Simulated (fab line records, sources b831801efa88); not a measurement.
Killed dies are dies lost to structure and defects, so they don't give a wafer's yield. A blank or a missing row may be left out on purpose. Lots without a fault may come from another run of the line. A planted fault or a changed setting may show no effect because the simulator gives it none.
Which tool did it? | flow gf180mcu | 6 lots, 18 wafers sampled, at 3 steps of a route of 602

WHAT THE GAUGES READ, wafer by wafer
GF_VT_IMPLANT_TW_MEAS_32.
lot  | measured     | on            | VT_IMPLANT_3_TW
L704 | day 7 11:41  | film_metro-04 | 263.9 264.1 264.9
L710 | day 9 01:41  | film_metro-04 | 267.8 266.6 265.3
L712 | day 9 16:20  | film_metro-04 | 265.9 266.0 265.8
L715 | day 10 10:01 | film_metro-04 | 266.9 265.1 264.7
L721 | day 12 00:05 | film_metro-03 | 263.1 262.1 261.7
L725 | day 13 07:52 | film_metro-04 | 263.7 265.6 265.7

WHICH TOOL RAN EACH LOT (tool, then ch and the chambers of the sampled wafers, then the start)
lot  | GF_VT_IMPLANT_STRIP_20               | GF_VT_IMPLANT_STRIP_31
L704 | plasma_asher-04 ch 0,1, day 6 20:43  | plasma_asher-03 ch 0,1, day 7 11:35
L710 | plasma_asher-04 ch 0,1, day 8 08:47  | plasma_asher-04 ch 0,1, day 9 01:35
L712 | plasma_asher-03 ch 0,1, day 8 23:28  | plasma_asher-03 ch 0,1, day 9 16:13
L715 | plasma_asher-02 ch 0,1, day 9 15:55  | plasma_asher-02 ch 0,1, day 10 09:55
L721 | plasma_asher-03 ch 0,1, day 11 05:31 | plasma_asher-03 ch 0,1, day 12 00:00
L725 | plasma_asher-03 ch 0,1, day 12 12:20 | plasma_asher-04 ch 0,1, day 13 07:46
- GF_VT_IMPLANT_STRIP_20: strips in O2/N2.
- GF_VT_IMPLANT_STRIP_31: strips in O2/N2.

THE ANSWER, worked out from the rows above alone
Rule: what is usual is taken from the lots themselves. Put in order of their means at a reading, lots are off if they are a third of the lots or fewer, leave a main group of 4 or more, and stand apart from it by a gap of 3 or more times the standard deviation of the main group's means; of several such gaps the widest counts. A main group whose means are all the same, to the digits that the tables above print for the reading, isn't used. A lot without any number at a reading at which 4 lots or more have one is off too. The other lots that the step has rows for count as sound.
No lot is off at any reading shown: from this, nothing can be told.

WHAT THE SIMULATOR HAD PUT IN
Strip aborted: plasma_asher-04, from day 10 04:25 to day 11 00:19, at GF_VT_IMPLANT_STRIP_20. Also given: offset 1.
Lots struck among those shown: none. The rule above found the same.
